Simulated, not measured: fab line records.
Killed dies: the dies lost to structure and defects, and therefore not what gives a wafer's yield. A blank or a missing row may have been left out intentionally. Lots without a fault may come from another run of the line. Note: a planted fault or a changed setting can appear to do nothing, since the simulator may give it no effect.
A sampling plan put to the test	flow gf180mcu	13 faults told of in these records, all on one fab line, each judged by the records of the lots it struck
The line's own looks make up the plan; these are the steps of the route where a gauge or inspection reads the wafer and leaves it unchanged. A look can be judged if struck wafers have a number there and the file gives its usual mean and standard deviation on fault-free wafers. Caught: the struck wafers' mean, at a look after the fault's first step, is 4 or more of those standard deviations (sigma) away from the usual mean. On the tool: the test repeated on the tool's own readings taken at the fault's steps. It also counts as caught if the struck wafers ran another recipe or if their record alone is blank.

## THE FAULTS, as the simulator had put them in
1. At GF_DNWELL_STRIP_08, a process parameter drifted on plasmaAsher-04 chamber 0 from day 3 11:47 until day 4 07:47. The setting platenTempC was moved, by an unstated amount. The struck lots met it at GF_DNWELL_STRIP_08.
2. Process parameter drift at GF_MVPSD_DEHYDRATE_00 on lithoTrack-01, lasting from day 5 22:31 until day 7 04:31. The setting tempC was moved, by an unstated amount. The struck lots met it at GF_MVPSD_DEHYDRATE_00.
3. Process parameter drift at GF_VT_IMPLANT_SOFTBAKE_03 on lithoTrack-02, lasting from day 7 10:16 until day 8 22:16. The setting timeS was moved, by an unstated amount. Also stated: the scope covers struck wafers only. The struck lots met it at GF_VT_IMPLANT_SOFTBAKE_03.
4. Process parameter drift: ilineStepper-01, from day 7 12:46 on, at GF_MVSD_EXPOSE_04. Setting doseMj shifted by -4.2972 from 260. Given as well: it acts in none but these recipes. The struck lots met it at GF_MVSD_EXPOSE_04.
5. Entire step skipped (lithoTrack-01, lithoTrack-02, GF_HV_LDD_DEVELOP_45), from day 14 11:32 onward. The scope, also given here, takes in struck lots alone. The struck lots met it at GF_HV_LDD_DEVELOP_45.
6. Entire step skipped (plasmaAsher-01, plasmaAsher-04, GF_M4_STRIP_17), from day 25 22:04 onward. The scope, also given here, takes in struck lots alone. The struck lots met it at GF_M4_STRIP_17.
7. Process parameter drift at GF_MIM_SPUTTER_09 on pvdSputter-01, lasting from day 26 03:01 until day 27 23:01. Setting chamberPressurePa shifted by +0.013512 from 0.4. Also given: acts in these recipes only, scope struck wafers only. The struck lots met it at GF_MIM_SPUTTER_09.
8. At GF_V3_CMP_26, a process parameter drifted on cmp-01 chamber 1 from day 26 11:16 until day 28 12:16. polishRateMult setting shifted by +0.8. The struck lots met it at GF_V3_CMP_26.
9. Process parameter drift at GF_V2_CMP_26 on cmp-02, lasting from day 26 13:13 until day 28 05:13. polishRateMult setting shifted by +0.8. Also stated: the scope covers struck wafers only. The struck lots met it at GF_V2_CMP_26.
10. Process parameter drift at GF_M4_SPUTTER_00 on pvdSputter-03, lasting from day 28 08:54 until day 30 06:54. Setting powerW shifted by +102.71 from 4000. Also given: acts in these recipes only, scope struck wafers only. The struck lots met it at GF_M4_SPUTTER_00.
11. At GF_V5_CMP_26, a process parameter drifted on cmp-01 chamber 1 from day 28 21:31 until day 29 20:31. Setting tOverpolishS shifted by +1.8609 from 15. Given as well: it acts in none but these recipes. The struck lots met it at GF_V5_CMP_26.
12. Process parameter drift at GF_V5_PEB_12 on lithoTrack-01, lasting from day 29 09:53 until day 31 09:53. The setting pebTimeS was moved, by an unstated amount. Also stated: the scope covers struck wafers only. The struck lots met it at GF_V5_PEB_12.
13. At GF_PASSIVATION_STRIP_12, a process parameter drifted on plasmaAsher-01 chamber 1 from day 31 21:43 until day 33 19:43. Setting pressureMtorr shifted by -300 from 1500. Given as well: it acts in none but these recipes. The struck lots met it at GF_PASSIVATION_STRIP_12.

## WHAT THE PLAN SAW
fault	on the tool itself	first look that catches it	reading, sigma	median hours from its first step to that look	hours from the fault's start to the first struck lot there	judged looks passed uncaught
1	stripTimeToEndpointS -39 sigma	not the one look that can be judged after it	-	-	-	1
2	heaterPowerTotalW +28 sigma	not the one look that can be judged after it	-	-	-	1
3	heaterPowerTotalW +92 sigma	none of the 2 looks that can be judged after it	-	-	-	2
4	exposureDoseMJCm2 -15 sigma	none of the 2 looks that can be judged after it	-	-	-	2
5	the tool's record is blank for the struck wafers	no look after it can be judged	-	-	-	0
6	the tool's record is blank for the struck wafers	not the one look that can be judged after it	-	-	-	1
7	chamberPressurePa +18 sigma	no look after it can be judged	-	-	-	0
8	timeToEndpointS -9.7 sigma	no look after it can be judged	-	-	-	0
9	timeToEndpointS -9.0 sigma	no look after it can be judged	-	-	-	0
10	cathodeDcPowerW +99 or beyond sigma	no look after it can be judged	-	-	-	0
11	overpolishRunS +99 or beyond sigma	no look after it can be judged	-	-	-	0
12	heaterPowerTotalW +38 sigma	no look after it can be judged	-	-	-	0
13	chamberPressureMTorr -99 or beyond sigma	no look after it can be judged	-	-	-	0
A dash: the fault isn't caught, or these records don't give the number.

Caught at a look: 0 of 13. Caught on the tool: 13 of 13. By one or the other: 13 of 13.
Faults 1, 2, 3, 4, 5, 6, 7, 8, 9, 10, 11, 12, 13 were caught on the tool alone.
